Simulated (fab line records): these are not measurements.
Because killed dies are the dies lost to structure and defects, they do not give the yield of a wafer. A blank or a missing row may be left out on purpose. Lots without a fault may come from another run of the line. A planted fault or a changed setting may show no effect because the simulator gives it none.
Which tool was responsible? :: flow sky130 :: 13 lots, 37 wafers sampled, at 4 steps of a route of 708

## WHAT THE GAUGES READ, wafer by wafer
SKY_DNWELL_TW_MEAS_09.
lot: L392
measured: day 3 02:13
on: film metro-04
DNWELL_TW: 1087 1072 1079

lot: L393
measured: day 3 08:17
on: film metro-04
DNWELL_TW: 1097 1097 1097

lot: L395
measured: day 3 18:40
on: film metro-04
DNWELL_TW: 1086 1087 1085

lot: L396
measured: day 4 01:34
on: film metro-04
DNWELL_TW: 1095 1095 1096

lot: L397
measured: day 4 06:26
on: film metro-04
DNWELL_TW: 1098 1096 1101

lot: L399
measured: day 4 18:47
on: film metro-01
DNWELL_TW: 1110 1115 1108

lot: L400
measured: day 4 23:21
on: film metro-01
DNWELL_TW: 1129 1122 1125

lot: L401
measured: day 5 03:38
on: film metro-04
DNWELL_TW: 1101 1100 1100

lot: L402
measured: day 5 11:02
on: film metro-01
DNWELL_TW: 1114 1109 1113

lot: L403
measured: day 5 15:33
on: film metro-04
DNWELL_TW: 1104 1105 1107

lot: L404
measured: day 5 21:38
on: film metro-01
DNWELL_TW: 1114 1112 1112

lot: L412
measured: day 7 15:53
on: film metro-01
DNWELL_TW: 1113 1117

lot: L413
measured: day 7 20:19
on: film metro-01
DNWELL_TW: 1127 1122

SKY_VT_ADJUST_LVTN_TW_MEAS_21.
lot: L392
measured: day 7 12:47
on: film metro-01
VT_ADJUST_LVTN_2_TW: 188.3 188.9 188.4

lot: L393
measured: day 7 20:43
on: film metro-02
VT_ADJUST_LVTN_2_TW: 190.0 189.3 189.4

lot: L395
measured: day 8 09:40
on: film metro-01
VT_ADJUST_LVTN_2_TW: 188.5 187.7 187.6

lot: L396
measured: day 8 18:49
on: film metro-02
VT_ADJUST_LVTN_2_TW: 190.0 190.1 189.7

lot: L397
measured: day 9 00:46
on: film metro-01
VT_ADJUST_LVTN_2_TW: 190.7 190.1 190.4

lot: L399
measured: day 9 17:57
on: film metro-01
VT_ADJUST_LVTN_2_TW: 190.3 190.9 189.4

lot: L400
measured: day 9 23:21
on: film metro-03
VT_ADJUST_LVTN_2_TW: 186.9 187.6 187.9

lot: L401
measured: day 10 05:45
on: film metro-03
VT_ADJUST_LVTN_2_TW: 189.4 189.9 189.3

lot: L402
measured: day 10 12:41
on: film metro-03
VT_ADJUST_LVTN_2_TW: 189.1 188.2 188.7

lot: L403
measured: day 10 20:34
on: film metro-03
VT_ADJUST_LVTN_2_TW: 189.1 189.9 188.3

lot: L404
measured: day 11 03:17
on: film metro-03
VT_ADJUST_LVTN_2_TW: 188.6 187.3 188.2

lot: L412
measured: day 13 11:33
on: film metro-02
VT_ADJUST_LVTN_2_TW: 205.1 190.4

lot: L413
measured: day 13 15:21
on: film metro-01
VT_ADJUST_LVTN_2_TW: 201.8 202.8

SKY_VT_ADJUST_HVTR_OVL_MEAS_08.
lot: L392
measured: day 9 06:20
on: overlay-02
VT_ADJUST_HVTR_OVL (nm): 0.0 -0.9 1.1

lot: L393
measured: day 9 14:34
on: overlay-01
VT_ADJUST_HVTR_OVL (nm): -2.7 -2.3 -0.9

lot: L395
measured: day 10 06:01
on: overlay-01
VT_ADJUST_HVTR_OVL (nm): -0.9 -1.5 -1.4

lot: L396
measured: day 10 14:32
on: overlay-01
VT_ADJUST_HVTR_OVL (nm): -3.2 -2.2 -4.2

lot: L397
measured: day 10 22:17
on: overlay-01
VT_ADJUST_HVTR_OVL (nm): -0.4 -3.2 -0.9

lot: L399
measured: day 11 16:20
on: overlay-01
VT_ADJUST_HVTR_OVL (nm): -0.6 -0.7 0.2

lot: L400
measured: day 11 22:53
on: overlay-01
VT_ADJUST_HVTR_OVL (nm): -0.2 -0.2 -2.3

lot: L401
measured: day 12 04:22
on: overlay-01
VT_ADJUST_HVTR_OVL (nm): -1.8 -2.6 -0.1

lot: L402
measured: day 12 12:19
on: overlay-01
VT_ADJUST_HVTR_OVL (nm): -3.0 -0.8 -0.8

lot: L403
measured: day 12 20:14
on: overlay-02
VT_ADJUST_HVTR_OVL (nm): -1.4 -1.2 -3.2

lot: L404
measured: day 13 04:29
on: overlay-02
VT_ADJUST_HVTR_OVL (nm): -0.2 -1.6 -1.9

lot: L412
measured: day 15 16:34
on: overlay-01
VT_ADJUST_HVTR_OVL (nm): 1.9 -2.5

lot: L413
measured: day 15 21:04
on: overlay-02
VT_ADJUST_HVTR_OVL (nm): 0.1 -0.2

## WHICH TOOL RAN EACH LOT (tool, then ch and the chambers of the sampled wafers, then the start)
lot: L392
SKY_VT_ADJUST_LVTN_IMPLANT_19: implanter-04 ch 0, day 7 12:33

lot: L393
SKY_VT_ADJUST_LVTN_IMPLANT_19: implanter-04 ch 0, day 7 20:28

lot: L395
SKY_VT_ADJUST_LVTN_IMPLANT_19: implanter-04 ch 0, day 8 09:25

lot: L396
SKY_VT_ADJUST_LVTN_IMPLANT_19: implanter-04 ch 0, day 8 18:35

lot: L397
SKY_VT_ADJUST_LVTN_IMPLANT_19: implanter-04 ch 0, day 9 00:31

lot: L399
SKY_VT_ADJUST_LVTN_IMPLANT_19: implanter-02 ch 0, day 9 17:42

lot: L400
SKY_VT_ADJUST_LVTN_IMPLANT_19: implanter-02 ch 0, day 9 23:06

lot: L401
SKY_VT_ADJUST_LVTN_IMPLANT_19: implanter-02 ch 0, day 10 05:30

lot: L402
SKY_VT_ADJUST_LVTN_IMPLANT_19: implanter-03 ch 0, day 10 12:26

lot: L403
SKY_VT_ADJUST_LVTN_IMPLANT_19: implanter-02 ch 0, day 10 20:20

lot: L404
SKY_VT_ADJUST_LVTN_IMPLANT_19: implanter-04 ch 0, day 11 03:03

lot: L412
SKY_VT_ADJUST_LVTN_IMPLANT_19: implanter-03 ch 0, day 13 11:18

lot: L413
SKY_VT_ADJUST_LVTN_IMPLANT_19: implanter-03 ch 0, day 13 15:06
- SKY_VT_ADJUST_LVTN_IMPLANT_19

## AS READ BY THE TOOLS THEMSELVES (means over the sampled wafers that have a number; for cases with no such wafer, the mark the record gives instead)
SKY_VT_ADJUST_LVTN_IMPLANT_19.
lot: L392
tool: implanter-04
beam on s (s): 10.02
faraday current uA: 3.64

lot: L393
tool: implanter-04
beam on s (s): 9.95
faraday current uA: 3.67

lot: L395
tool: implanter-04
beam on s (s): 10.08
faraday current uA: 3.64

lot: L396
tool: implanter-04
beam on s (s): 10.08
faraday current uA: 3.63

lot: L397
tool: implanter-04
beam on s (s): 9.91
faraday current uA: 3.70

lot: L399
tool: implanter-02
beam on s (s): 10.15
faraday current uA: 3.62

lot: L400
tool: implanter-02
beam on s (s): 10.04
faraday current uA: 3.64

lot: L401
tool: implanter-02
beam on s (s): 10.16
faraday current uA: 3.61

lot: L402
tool: implanter-03
beam on s (s): 9.95
faraday current uA: 3.68

lot: L403
tool: implanter-02
beam on s (s): 9.93
faraday current uA: 3.69

lot: L404
tool: implanter-04
beam on s (s): 10.15
faraday current uA: 3.61

lot: L412
tool: implanter-03
beam on s (s): 11.55
faraday current uA: 3.20

lot: L413
tool: implanter-03
beam on s (s): 12.96
faraday current uA: 2.81

## THE ANSWER, worked out from the rows above alone
Rule: the usual values come from the lots themselves. The widest of any qualifying gaps counts: lots, ordered by their means at a reading, are off when they make up no more than a third of the lots, leave a main group of 4 or more, and stand apart from it by 3 or more times the standard deviation of that group's means. The tables above print the reading to a certain number of digits; a main group whose means all agree to those digits is not used. Also off: a lot with no number at a reading for which 4 or more lots have one. Any other lot the step has rows for is counted as sound. Order of review: gauges by route order, followed by the tools' own readings, for which a lot's mean as printed above is used. At the first step where some lot is off, the reading lying furthest off is the one used; lots without a number count as furthest.
Off: at SKY_VT_ADJUST_LVTN_TW_MEAS_21 (VT_ADJUST_LVTN_2_TW), L412, L413. The main group: mean 189.0, standard deviation 0.94.
A tool fits if, at a process step before that reading, it ran every lot that is off, and no sound lot after the first of them. The gauges at SKY_VT_ADJUST_LVTN_TW_MEAS_21 aren't tried: what is off there is off at SKY_VT_ADJUST_LVTN_IMPLANT_19 too, on other tools, and a gauge's error can't cause that. One fits: implanter-03 at SKY_VT_ADJUST_LVTN_IMPLANT_19. A fault onset in the window from L402 (day 10 12:26, its last sound lot) to L412 (day 13 11:18, its first lot off) fits.
The tool's own readings at SKY_VT_ADJUST_LVTN_IMPLANT_19 bear it out: on the lots that are off they differ by more than 5 times the standard deviation of the sound lots' means. beam on s reads 12.26 s there against 10.04 s on the sound lots; faraday current uA reads 3.00 there against 3.65 on the sound lots.

## WHAT THE SIMULATOR PUT IN
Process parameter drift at SKY_VT_ADJUST_LVTN_IMPLANT_19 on implanter-03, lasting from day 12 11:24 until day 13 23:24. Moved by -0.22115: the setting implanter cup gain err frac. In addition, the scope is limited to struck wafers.
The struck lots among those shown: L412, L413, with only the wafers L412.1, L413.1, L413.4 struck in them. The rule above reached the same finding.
